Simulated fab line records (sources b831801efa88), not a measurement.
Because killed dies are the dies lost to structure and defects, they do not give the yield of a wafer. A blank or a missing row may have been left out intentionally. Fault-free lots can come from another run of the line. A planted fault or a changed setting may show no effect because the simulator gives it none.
Which tool was responsible? | flow sky130 | 24 lots with 72 wafers sampled at 5 steps, on a route of 708 steps

## WHAT THE GAUGES SHOWED, per wafer
SKY_VIA1_CD_MEAS_12: target cd 150 nm.
lot  | measured     | on        | cd-nm (nm)
L074 | day 34 02:41 | cd-sem-01 | 150.8 153.1 151.4
L075 | day 34 10:36 | cd-sem-02 | 150.6 149.1 150.5
L077 | day 35 05:28 | cd-sem-01 | 148.0 149.2 149.0
L076 | day 35 11:05 | cd-sem-01 | 152.2 150.0 149.1
L078 | day 35 17:17 | cd-sem-02 | 149.2 147.6 148.9
L079 | day 35 18:47 | cd-sem-01 | 150.4 151.0 150.3
L080 | day 36 04:41 | cd-sem-01 | 149.0 149.5 150.2
L081 | day 36 14:52 | cd-sem-01 | 149.5 148.8 150.6
L082 | day 37 01:36 | cd-sem-02 | 150.9 151.8 152.3
L083 | day 37 09:32 | cd-sem-01 | 147.9 147.2 147.3
L084 | day 37 16:21 | cd-sem-02 | 151.9 149.9 152.8
L085 | day 38 03:46 | cd-sem-01 | 150.8 152.4 149.7
L086 | day 38 08:34 | cd-sem-02 | 148.2 147.6 147.2
L087 | day 38 14:23 | cd-sem-01 | 150.6 149.2 151.1
L088 | day 38 22:56 | cd-sem-02 | 151.7 151.0 152.8
L089 | day 39 04:44 | cd-sem-01 | 149.1 149.1 149.7
L090 | day 39 14:37 | cd-sem-02 | 151.1 152.3 151.7
L091 | day 39 19:43 | cd-sem-02 | 145.0 146.6 147.2
L092 | day 40 05:37 | cd-sem-01 | 150.9 150.9 150.0
L093 | day 40 06:46 | cd-sem-01 | 151.2 150.8 149.7
L094 | day 40 11:02 | cd-sem-02 | 152.4 152.4 151.8
L095 | day 40 16:59 | cd-sem-02 | 151.8 151.0 151.4
L096 | day 40 22:02 | cd-sem-01 | 147.9 148.3 147.3
L097 | day 41 13:13 | cd-sem-01 | 150.2 150.9 151.5

SKY_METAL2_CD_MEAS_15: target cd 140 nm.
lot  | measured     | on        | cd-nm (nm)
L074 | day 35 04:14 | cd-sem-02 | 141.0 140.5 140.3
L075 | day 35 11:51 | cd-sem-01 | 140.6 140.7 141.2
L077 | day 36 08:26 | cd-sem-01 | 142.4 143.5 145.0
L076 | day 36 14:30 | cd-sem-02 | 140.6 140.8 141.0
L078 | day 36 21:02 | cd-sem-02 | 141.3 140.8 142.0
L079 | day 36 22:56 | cd-sem-01 | 137.8 140.4 137.7
L080 | day 37 07:54 | cd-sem-01 | 140.8 139.2 140.4
L081 | day 37 18:13 | cd-sem-02 | 140.4 138.2 142.0
L082 | day 38 03:24 | cd-sem-01 | 139.9 139.8 139.5
L083 | day 38 15:44 | cd-sem-02 | 139.7 139.9 140.3
L084 | day 38 18:12 | cd-sem-01 | 138.3 137.9 137.9
L085 | day 39 07:27 | cd-sem-01 | 141.3 138.6 138.2
L086 | day 39 10:21 | cd-sem-02 | 138.2 136.4 138.8
L087 | day 39 17:12 | cd-sem-02 | 139.1 140.1 139.5
L088 | day 40 05:32 | cd-sem-01 | 138.9 140.0 138.4
L089 | day 40 07:59 | cd-sem-01 | 140.7 141.8 140.2
L090 | day 40 16:37 | cd-sem-02 | 138.9 138.6 138.5
L091 | day 40 22:28 | cd-sem-02 | 138.8 138.7 139.9
L092 | day 41 07:18 | cd-sem-01 | 142.9 144.2 143.9
L093 | day 41 08:23 | cd-sem-02 | 138.8 138.2 138.0
L094 | day 41 13:02 | cd-sem-02 | 138.8 138.8 139.2
L095 | day 41 18:52 | cd-sem-01 | 140.6 141.1 140.1
L096 | day 41 23:02 | cd-sem-01 | 141.3 140.1 139.5
L097 | day 42 14:52 | cd-sem-01 | 139.2 140.9 138.8

SKY_METAL3_OVL_MEAS_14.
lot  | measured     | on         | METAL3_OVL (nm)
L074 | day 38 13:10 | overlay-01 | 5 -1 -4
L075 | day 38 20:07 | overlay-02 | -3 -4 -4
L077 | day 39 16:11 | overlay-02 | 0 5 -6
L076 | day 39 22:37 | overlay-02 | -5 0 -8
L078 | day 40 04:33 | overlay-02 | -2 -7 -7
L079 | day 40 07:22 | overlay-01 | -6 -6 -3
L080 | day 40 14:01 | overlay-02 | 5 9 7
L081 | day 40 23:10 | overlay-01 | 2 -5 1
L082 | day 41 10:09 | overlay-01 | 9 4 7
L083 | day 41 20:19 | overlay-01 | -1 3 3
L084 | day 42 00:19 | overlay-01 | -10 -12 -7
L085 | day 42 13:37 | overlay-01 | 3 2 4
L086 | day 42 15:19 | overlay-01 | 0 3 2
L087 | day 42 19:46 | overlay-01 | 7 3 0
L088 | day 43 08:07 | overlay-01 | -5 -7 -3
L089 | day 43 12:01 | overlay-02 | -22 -10 -14
L090 | day 43 18:46 | overlay-02 | -9 -1 -8
L091 | day 43 23:46 | overlay-02 | 10 7 4
L092 | day 44 07:45 | overlay-02 | -5 1 -1
L093 | day 44 10:20 | overlay-01 | -10 -5 -2
L094 | day 44 13:19 | overlay-01 | -1 0 1
L095 | day 44 19:58 | overlay-02 | -9 -3 -9
L096 | day 44 21:40 | overlay-02 | -3 -4 3
L097 | day 45 14:23 | overlay-01 | -2 7 -5

## TOOL THAT RAN EACH LOT (tool first, then ch and the chambers of the sampled wafers, then the start)
lot  | SKY_CONTACT_STRIP_19                 | SKY_VIA1_CVD_21
L074 | plasma-asher-03 ch 0,1, day 31 20:23 | cvd-w-01 ch 0,1, day 34 03:38
L075 | plasma-asher-04 ch 0,1, day 32 05:31 | cvd-w-02 ch 0,1, day 34 11:30
L077 | plasma-asher-04 ch 0,1, day 33 02:10 | cvd-w-02 ch 0,1, day 35 06:22
L076 | plasma-asher-04 ch 0,1, day 33 07:40 | cvd-w-01 ch 0,1, day 35 11:58
L078 | plasma-asher-03 ch 1, day 33 15:05   | cvd-w-02 ch 0,1, day 35 18:11
L079 | plasma-asher-03 ch 0,1, day 33 15:59 | cvd-w-01 ch 0,1, day 35 19:41
L080 | plasma-asher-02 ch 0,1, day 34 00:16 | cvd-w-02 ch 0,1, day 36 05:37
L081 | plasma-asher-03 ch 1, day 34 10:31   | cvd-w-02 ch 0,1, day 36 15:44
L082 | plasma-asher-03 ch 0,1, day 34 20:55 | cvd-w-01 ch 0,1, day 37 02:32
L083 | plasma-asher-04 ch 0,1, day 35 02:58 | cvd-w-01 ch 0,1, day 37 10:25
L084 | plasma-asher-03 ch 0,1, day 35 09:52 | cvd-w-01 ch 0,1, day 37 17:14
L085 | plasma-asher-03 ch 0,1, day 35 21:50 | cvd-w-02 ch 0,1, day 38 04:39
L086 | plasma-asher-03 ch 0, day 36 02:32   | cvd-w-01 ch 0, day 38 09:28
L087 | plasma-asher-04 ch 0,1, day 36 08:24 | cvd-w-01 ch 0, day 38 15:17
L088 | plasma-asher-02 ch 0,1, day 36 17:01 | cvd-w-02 ch 0,1, day 39 00:13
L089 | plasma-asher-03 ch 0,1, day 36 23:04 | cvd-w-02 ch 0,1, day 39 05:47
L090 | plasma-asher-03 ch 0,1, day 37 08:38 | cvd-w-02 ch 0, day 39 15:29
L091 | plasma-asher-04 ch 0, day 37 13:43   | cvd-w-02 ch 0,1, day 39 20:35
L092 | plasma-asher-02 ch 0,1, day 37 20:32 | cvd-w-01 ch 0,1, day 40 06:31
L093 | plasma-asher-02 ch 0,1, day 37 23:40 | cvd-w-02 ch 0,1, day 40 07:40
L094 | plasma-asher-02 ch 1, day 38 05:47   | cvd-w-02 ch 0,1, day 40 11:58
L095 | plasma-asher-02 ch 0,1, day 38 12:56 | cvd-w-01 ch 0,1, day 40 17:52
L096 | plasma-asher-02 ch 0,1, day 38 17:08 | cvd-w-01 ch 0,1, day 40 22:56
L097 | plasma-asher-04 ch 0,1, day 39 08:43 | cvd-w-01 ch 0,1, day 41 14:07
- SKY_CONTACT_STRIP_19: strips in O2/N2.
- SKY_VIA1_CVD_21: deposits W, target thk 270 nm, time 80.902 s.

## WHAT THE TOOLS THEMSELVES READ (means of the sampled wafers that have a number; where no wafer has one, the mark that the record gives instead)
SKY_CONTACT_STRIP_19.
lot  | tool            | drypump-motor-current-A (A) | o2-flow-sccm (sccm) | oes-product-au (a.u.) | strip-time-to-endpoint-s (s)
L074 | plasma-asher-03 | 6.2                         | 2991                | 0.379                 | 3.59
L075 | plasma-asher-04 | 5.1                         | 3008                | 0.380                 | 3.62
L077 | plasma-asher-04 | 5.4                         | 3008                | 0.385                 | 3.64
L076 | plasma-asher-04 | 5.4                         | 3007                | 0.383                 | 3.62
L078 | plasma-asher-03 | 6.2                         | 3005                | 0.378                 | 3.62
L079 | plasma-asher-03 | 6.2                         | 2997                | 0.374                 | 3.58
L080 | plasma-asher-02 | 5.9                         | 2988                | 0.380                 | 3.59
L081 | plasma-asher-03 | 6.2                         | 2999                | 0.380                 | 3.53
L082 | plasma-asher-03 | 6.2                         | 3007                | 0.380                 | 3.63
L083 | plasma-asher-04 | 5.1                         | 2998                | 0.381                 | 3.58
L084 | plasma-asher-03 | 6.2                         | 3002                | 0.385                 | 3.58
L085 | plasma-asher-03 | 6.2                         | 3014                | 0.381                 | 3.65
L086 | plasma-asher-03 | 6.2                         | 3001                | 0.383                 | 3.60
L087 | plasma-asher-04 | 5.1                         | 2998                | 0.381                 | 3.60
L088 | plasma-asher-02 | 5.9                         | 3009                | 0.384                 | 3.62
L089 | plasma-asher-03 | 6.2                         | 2992                | 0.381                 | 3.58
L090 | plasma-asher-03 | 6.2                         | 3001                | 0.382                 | 3.66
L091 | plasma-asher-04 | 5.6                         | 3007                | 0.381                 | 3.60
L092 | plasma-asher-02 | 5.9                         | 3003                | 0.380                 | 3.62
L093 | plasma-asher-02 | 6.0                         | 2987                | 0.383                 | 3.59
L094 | plasma-asher-02 | 6.1                         | 2984                | 0.379                 | 3.62
L095 | plasma-asher-02 | 5.9                         | 2994                | 0.379                 | 3.56
L096 | plasma-asher-02 | 6.0                         | 3003                | 0.377                 | 3.58
L097 | plasma-asher-04 | 5.4                         | 3015                | 0.379                 | 3.62

SKY_VIA1_CVD_21.
lot  | tool     | heater-power-w (W)
L074 | cvd-w-01 | 879
L075 | cvd-w-02 | 1043
L077 | cvd-w-02 | 993
L076 | cvd-w-01 | 831
L078 | cvd-w-02 | 1037
L079 | cvd-w-01 | 894
L080 | cvd-w-02 | 1055
L081 | cvd-w-02 | 985
L082 | cvd-w-01 | 830
L083 | cvd-w-01 | 892
L084 | cvd-w-01 | 883
L085 | cvd-w-02 | 1049
L086 | cvd-w-01 | 939
L087 | cvd-w-01 | 937
L088 | cvd-w-02 | 1052
L089 | cvd-w-02 | 995
L090 | cvd-w-02 | 1111
L091 | cvd-w-02 | 984
L092 | cvd-w-01 | 793
L093 | cvd-w-02 | 1028
L094 | cvd-w-02 | 1041
L095 | cvd-w-01 | 805
L096 | cvd-w-01 | 835
L097 | cvd-w-01 | 778

## THE ANSWER, worked out from the rows above alone
Rule: the usual values come from the lots themselves. The widest of any qualifying gaps counts: lots, ordered by their means at a reading, are off when they make up no more than a third of the lots, leave a main group of 4 or more, and stand apart from it by 3 or more times the standard deviation of that group's means. A main group whose means are all the same, to the digits that the tables above print for the reading, isn't used. Also off: a lot with no number at a reading for which 4 or more lots have one. Any other lot the step has rows for is counted as sound. First the gauges in route order, then the tools' own readings, where a lot's mean is used as printed above. At the first step where some lot is off, the reading lying furthest off is the one used; lots without a number count as furthest.
No lot is off at any reading shown: from this, nothing can be told.

## WHAT THE SIMULATOR PUT IN
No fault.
